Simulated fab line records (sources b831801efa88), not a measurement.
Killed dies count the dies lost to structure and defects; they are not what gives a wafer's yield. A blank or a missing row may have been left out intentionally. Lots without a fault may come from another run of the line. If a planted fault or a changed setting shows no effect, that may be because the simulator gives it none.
fab line records	flow sky130
record lots=13	wafers=39	lastDay=50
route steps=708 shown LI_CONTACT@378 CONTACT@407 PAD_OPEN@708
lots untouched by any fault: they come from a run of this same line in which no faults occurred
startH: the number of hours between the record's first day and the start of the first shown wafer of the lot	waitH: how many hours have passed since the lot's step before this one	" same as the row above	L1.1+2: several wafers, shown together as one row	- no value, or no start was given	* or withheld: withheld	< > ~ a bound
route shown NAME@n: a module of which the file shows steps, and the number in the route of the first	usual: mean/standard deviation of fault-free wafers	same: alike in all rows	chamber/n: place in a boat	sites: the reading at each site	_std_site: their standard deviation	_edge_site: mean of outer sites minus mean of inner sites	radiusMm: how far each site lies from the wafer's centre	mask NAME#n: copy n	behind: the tool/chamber that last shaped the wafer	hold: reason for holding the lot/hours on hold/outcome of the hold	device: the transistor (n, p or np) that didn't switch	end of line: the same wafers' tests at the end of the route	a step with no rows: only its recipe	killed: at the first sort, the dies lost to defects and structure; wafer yield is something else	map: the dies of a wafer, with x for killed, . for not killed, _ for no die there
set.NAME: the setting as run; set.NAME@STEP: as run at that earlier step	model.NAME: the simulator's own value behind a step, which no gauge read
a sample of lots followed through the steps of the route, with each step as a table and each wafer as a row
services: a tool's chamber out of use, with start hour (startH, from the record's first day; less than 0 if before it), hours out, and reason
## steps
# step SKY_LI_CONTACT_STRIP_16
# recipe chemistry=O2/N2	powerW=1400	pressureMtorr=1500	platenTempC=withheld	o2FlowSccm=3000	n2FlowSccm=300	overashFraction=0.5
# usual drypumpMotorCurrentA=5.7/0.61	oesProductAu=0.376/0.0046	stripTimeToEndpointS=3.509/0.027
lot.wafer	tool	chamber	startH	waitH	drypumpMotorCurrentA	oesProductAu	rfHoursCounterH	stripTimeToEndpointS
L798.2	plasmaAsher-04	0	680.92	-	5.7	0.370	85	3.502
L798.3	"	0	"	"	5.7	0.381	-	3.523
L798.6	"	0	"	"	5.7	0.376	-	3.560
L800.4	plasmaAsher-01	0	694.42	-	6.7	0.373	-	3.517
L800.5	"	0	"	"	6.7	0.373	-	3.535
L800.6	"	1	"	"	5.8	0.377	-	3.531
L801.1	plasmaAsher-01	1	701.49	-	5.8	0.374	59	3.481
L801.5	"	1	"	"	5.8	0.375	-	3.483
L801.6	"	0	"	"	6.7	0.379	-	3.483
L804.2	plasmaAsher-02	1	728.14	-	5.1	0.375	92	3.513
L804.3	"	1	"	"	5.1	0.382	-	3.485
L804.6	"	0	"	"	5.3	0.378	-	3.506
L803.1	plasmaAsher-02	1	732.92	-	5.1	0.382	92	3.481
L803.2	"	0	"	"	5.3	0.376	92	3.546
L803.4	"	0	"	"	5.3	0.380	-	3.509
L808.1	plasmaAsher-02	0	766.69	-	5.3	0.374	96	3.539
L808.3	"	1	"	"	5.1	0.388	-	3.508
L808.6	"	1	"	"	5.1	0.376	-	3.520
L810.1	plasmaAsher-01	1	782.39	-	5.8	0.367	68	3.449
L810.4	"	1	"	"	5.8	0.381	-	3.457
L810.6	"	0	"	"	6.7	0.374	-	3.490
L811.3	plasmaAsher-02	0	792.15	-	5.3	0.372	-	3.466
L811.5	"	0	"	"	5.3	0.382	-	3.466
L811.6	"	1	"	"	5.1	0.369	-	3.492
L812.1	plasmaAsher-01	0	792.39	-	6.7	0.375	69	3.505
L812.5	"	0	"	"	6.7	0.373	-	3.510
L812.6	"	1	"	"	5.8	0.375	-	3.503
L814.2	plasmaAsher-02	1	813.07	-	5.1	0.379	102	3.487
L814.3	"	1	"	"	5.1	0.370	-	3.471
L814.5	"	1	"	"	5.1	0.369	-	3.511
L817.3	plasmaAsher-04	1	831.43	-	6.1	0.384	-	3.522
L817.4	"	0	"	"	5.7	0.382	-	3.546
L817.6	"	0	"	"	5.7	0.377	-	3.533
L818.3	plasmaAsher-01	0	844.33	-	6.8	0.375	-	3.508
L818.4	"	1	"	"	5.8	0.378	-	3.508
L818.5	"	0	"	"	6.8	0.369	-	3.502
L819.3	plasmaAsher-04	1	847.02	-	6.1	0.375	-	3.522
L819.4	"	0	"	"	5.7	0.378	-	3.528
L819.6	"	0	"	"	5.7	0.378	-	3.507
# step SKY_CONTACT_THK_MEAS_01
# recipe reads=Si3N4_of_CONTACT_CVD_00
# usual CONTACT_CVD_00_THK=75.0/0.83
lot.wafer	tool	chamber	startH	waitH	CONTACT_CVD_00_THK[nm]
L798.2	filmMetro-03	-	711.51	-	74.0
L798.3	"	-	"	"	75.4
L798.6	"	-	"	"	75.9
L800.4	filmMetro-02	-	724.10	-	75.2
L800.5	"	-	"	"	75.9
L800.6	"	-	"	"	74.1
L801.1	filmMetro-01	-	730.63	-	74.8
L801.5	"	-	"	"	75.4
L801.6	"	-	"	"	76.4
L804.2	filmMetro-01	-	756.64	-	74.8
L804.3	"	-	"	"	75.6
L804.6	"	-	"	"	76.5
L803.1	filmMetro-03	-	762.04	-	74.4
L803.2	"	-	"	"	74.8
L803.4	"	-	"	"	75.3
L808.1	filmMetro-02	-	795.70	-	74.9
L808.3	"	-	"	"	73.9
L808.6	"	-	"	"	75.6
L810.1	filmMetro-03	-	811.68	-	74.7
L810.4	"	-	"	"	74.3
L810.6	"	-	"	"	76.2
L811.3	filmMetro-03	-	820.68	-	74.5
L811.5	"	-	"	"	75.6
L811.6	"	-	"	"	75.3
L812.1	filmMetro-02	-	821.06	-	73.7
L812.5	"	-	"	"	75.6
L812.6	"	-	"	"	75.1
L814.2	filmMetro-01	-	841.33	-	73.7
L814.3	"	-	"	"	75.4
L814.5	"	-	"	"	74.3
L817.3	filmMetro-01	-	859.77	-	74.3
L817.4	"	-	"	"	75.1
L817.6	"	-	"	"	75.9
L818.3	filmMetro-01	-	872.45	-	75.3
L818.4	"	-	"	"	75.9
L818.5	"	-	"	"	76.5
L819.3	filmMetro-03	-	875.06	-	75.1
L819.4	"	-	"	"	76.2
L819.6	"	-	"	"	74.7
# step SKY_CONTACT_THK_MEAS_03
# recipe reads=SiO2_of_CONTACT_HDPCVD_02
# usual CONTACT_HDPCVD_THK=564/4.8
lot.wafer	tool	chamber	startH	waitH	CONTACT_HDPCVD_THK[nm]
L798.2	filmMetro-01	-	711.64	0.0	564
L798.3	"	-	"	"	562
L798.6	"	-	"	"	566
L800.4	filmMetro-01	-	724.22	0.0	564
L800.5	"	-	"	"	563
L800.6	"	-	"	"	560
L801.1	filmMetro-02	-	730.75	0.0	566
L801.5	"	-	"	"	571
L801.6	"	-	"	"	569
L804.2	filmMetro-02	-	756.77	0.0	568
L804.3	"	-	"	"	569
L804.6	"	-	"	"	579
L803.1	filmMetro-01	-	762.17	0.0	559
L803.2	"	-	"	"	560
L803.4	"	-	"	"	556
L808.1	filmMetro-03	-	795.83	0.0	558
L808.3	"	-	"	"	560
L808.6	"	-	"	"	562
L810.1	filmMetro-02	-	811.81	0.0	555
L810.4	"	-	"	"	560
L810.6	"	-	"	"	555
L811.3	filmMetro-02	-	820.81	0.1	569
L811.5	"	-	"	"	561
L811.6	"	-	"	"	565
L812.1	filmMetro-02	-	821.19	0.0	562
L812.5	"	-	"	"	571
L812.6	"	-	"	"	559
L814.2	filmMetro-03	-	841.46	0.0	566
L814.3	"	-	"	"	564
L814.5	"	-	"	"	565
L817.3	filmMetro-02	-	859.90	0.1	564
L817.4	"	-	"	"	564
L817.6	"	-	"	"	566
L818.3	filmMetro-03	-	872.58	0.1	557
L818.4	"	-	"	"	568
L818.5	"	-	"	"	563
L819.3	filmMetro-02	-	875.19	0.1	561
L819.4	"	-	"	"	559
L819.6	"	-	"	"	565
# step SKY_CONTACT_COAT_08
# recipe resist=BARC	tempC=withheld	timeS=withheld	spinRpm=3000	resistThkNm=60
# usual spinSpeedRpm=3000.1/1.8
lot.wafer	tool	chamber	startH	waitH	spinSpeedRpm
L798.2	lithoTrack-04	0	725.53	0.1	2999.2
L798.3	"	0	"	"	2998.4
L798.6	"	0	"	"	2997.6
L800.4	lithoTrack-03	0	737.66	0.1	3000.1
L800.5	"	0	"	"	2999.3
L800.6	"	0	"	"	3000.4
L801.1	lithoTrack-02	0	743.91	0.1	3000.9
L801.5	"	0	"	"	3000.4
L801.6	"	0	"	"	3003.4
L804.2	lithoTrack-03	0	770.41	0.1	2999.6
L804.3	"	0	"	"	3000.0
L804.6	"	0	"	"	2999.5
L803.1	lithoTrack-04	0	775.20	0.1	3000.8
L803.2	"	0	"	"	3001.9
L803.4	"	0	"	"	3000.1
L808.1	lithoTrack-04	0	809.40	0.1	3000.8
L808.3	"	0	"	"	3000.6
L808.6	"	0	"	"	3000.2
L810.1	lithoTrack-03	0	824.98	0.1	3001.2
L810.4	"	0	"	"	2997.8
L810.6	"	0	"	"	2998.0
L811.3	lithoTrack-02	0	834.11	0.1	3002.7
L811.5	"	0	"	"	3001.2
L811.6	"	0	"	"	3001.3
L812.1	lithoTrack-03	0	834.83	0.1	2998.7
L812.5	"	0	"	"	3000.5
L812.6	"	0	"	"	3002.4
L814.2	lithoTrack-02	0	854.18	0.1	2998.7
L814.3	"	0	"	"	2999.7
L814.5	"	0	"	"	2999.8
L817.3	lithoTrack-03	0	873.43	0.1	2891.9
L817.4	"	0	"	"	2894.6
L817.6	"	0	"	"	2892.8
L818.3	lithoTrack-03	0	884.53	0.1	2892.6
L818.4	"	0	"	"	2890.9
L818.5	"	0	"	"	2891.1
L819.3	lithoTrack-04	0	887.66	0.1	3000.1
L819.4	"	0	"	"	2998.9
L819.6	"	0	"	"	3001.4
# step SKY_PAD_OPEN_PROBE_99
# usual killed_at_M0_to_M3=44/7.2	killed_at_M4_up=2.9/1.8	killedAtContacts=24/5.6	killedAtFrontEnd=15/4.2	killedAtOther=0.4/0.71	killedDies=86/9.2	killedOpen=47/7.2	killedShort=39/5.7
# same grossDies=492	killedAtBackSide=0
lot.wafer	tool	chamber	startH	waitH	killed_at_M0_to_M3	killed_at_M4_up	killedAtContacts	killedAtFrontEnd	killedAtOther	killedDies	killedOpen	killedShort
L803.4	prober-02	-	1118.22	0.2	57	2	21	9	0	89	49	39
L808.1	prober-01	-	1144.57	0.1	47	3	29	22	0	101	63	37
L808.3	prober-01	-	1144.67	0.2	51	1	33	12	0	97	54	42
L808.6	prober-01	-	1144.82	0.2	48	3	27	17	0	95	51	44
L810.1	prober-02	-	1155.22	0.1	39	2	20	26	0	87	39	44
L810.4	prober-02	-	1155.37	0.2	30	4	29	23	0	86	43	42
L810.6	prober-02	-	1155.47	0.2	42	6	25	16	1	90	45	44
# killed by level:class
L803.4 VIA3:geometricParticle:open=10 LI_CONTACT:geometricParticle:open=9 METAL3:geometricParticle:short=7 VIA1:geometricParticle:short=7 VIA2:geometricParticle:open=7 CONTACT:geometricParticle:open=6 VIA1:geometricParticle:open=5 METAL2:geometricParticle:short=5
L808.1 VIA2:geometricParticle:open=14 LI_CONTACT:geometricParticle:open=11 METAL1:geometricParticle:short=11 VIA3:geometricParticle:open=9 VIA1:geometricParticle:open=7 LOCAL_INTERCONNECT:geometricParticle:short=6 CONTACT:geometricParticle:open=6 FIELD_ISO:geometricParticle:open=4
L808.3 VIA1:geometricParticle:open=17 METAL2:geometricParticle:short=11 CONTACT:geometricParticle:open=7 VIA3:geometricParticle:open=7 LI_CONTACT:geometricParticle:open=6 LOCAL_INTERCONNECT:geometricParticle:short=6 LI_CONTACT:geometricParticle:short=5 CONTACT:geometricParticle:short=5
L808.6 VIA3:geometricParticle:open=11 POLY_GATE:geometricParticle:open=7 LI_CONTACT:geometricParticle:open=7 CONTACT:geometricParticle:open=7 VIA1:geometricParticle:open=7 VIA2:geometricParticle:short=7 METAL2:geometricParticle:short=6 CONTACT:geometricParticle:short=5
L810.1 VIA1:geometricParticle:open=9 POLY_GATE:geometricParticle:short=7 CONTACT:geometricParticle:short=6 VIA3:geometricParticle:open=6 VIA3:geometricParticle:short=5 POLY_GATE:geometricParticle:open=4 LI_CONTACT:geometricParticle:open=4 METAL1:geometricParticle:short=4
L810.4 CONTACT:geometricParticle:open=8 VIA1:geometricParticle:open=8 FIELD_ISO:geometricParticle:open=6 LI_CONTACT:geometricParticle:open=6 LOCAL_INTERCONNECT:geometricParticle:short=6 VIA2:geometricParticle:open=6 FIELD_ISO:geometricParticle:short=5 POLY_GATE:geometricParticle:short=5
L810.6 CONTACT:geometricParticle:open=13 VIA1:geometricParticle:open=10 METAL1:geometricParticle:short=9 VIA2:geometricParticle:open=8 LOCAL_INTERCONNECT:geometricParticle:short=7 VIA3:geometricParticle:open=6 METAL4:geometricParticle:short=6 FIELD_ISO:geometricParticle:short=4
## services
tool	chamber	startH	hours	kind
plasmaAsher-04	-	733.75	9.0	pm
plasmaAsher-04	0	733.75	9.0	ventCycle
plasmaAsher-04	1	733.75	9.0	ventCycle
plasmaAsher-04	0	742.75	-	clean
plasmaAsher-04	1	742.75	-	clean
plasmaAsher-02	-	743.40	3.0	repair
lithoTrack-03	-	755.40	-	consumableReplace:filter
plasmaAsher-04	-	765.51	37.2	repair
plasmaAsher-04	-	775.08	2.7	repair
plasmaAsher-04	-	802.75	14.6	pm
plasmaAsher-02	-	827.59	0.6	repair
lithoTrack-02	-	855.11	-	consumableReplace:filter
plasmaAsher-01	-	881.74	2.8	pm
## key
firstSign step=SKY_CONTACT_COAT_08	reading=spinSpeedRpm	direction=down	sigmas=59	usual=3000.1	struck=2892.3
effect none on later readings
metAt SKY_CONTACT_COAT_08
struckLots L817,L818
testerLeftOut L817,L818
notActingAt SKY_LI_CONTACT_STRIP_16,SKY_CONTACT_THK_MEAS_01,SKY_CONTACT_THK_MEAS_03
onsetBetween 834.83 873.43
fault kind=processParameterDrift	tool=lithoTrack-03	chamber=-	onsetH=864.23	steps=SKY_CONTACT_COAT_08	channel=spinRpm	offset=-108.13	shape=step	endH=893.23	actsIn=theseRecipesOnly	stated=3000
# testerLeftOut: of these lots the tester's yield and bins aren't shown, on N5 and GAA mostly nor the transistor test; their killed dies are dies lost to structure and defects alone, not to doping, threshold or leakage, so they don't give the yield
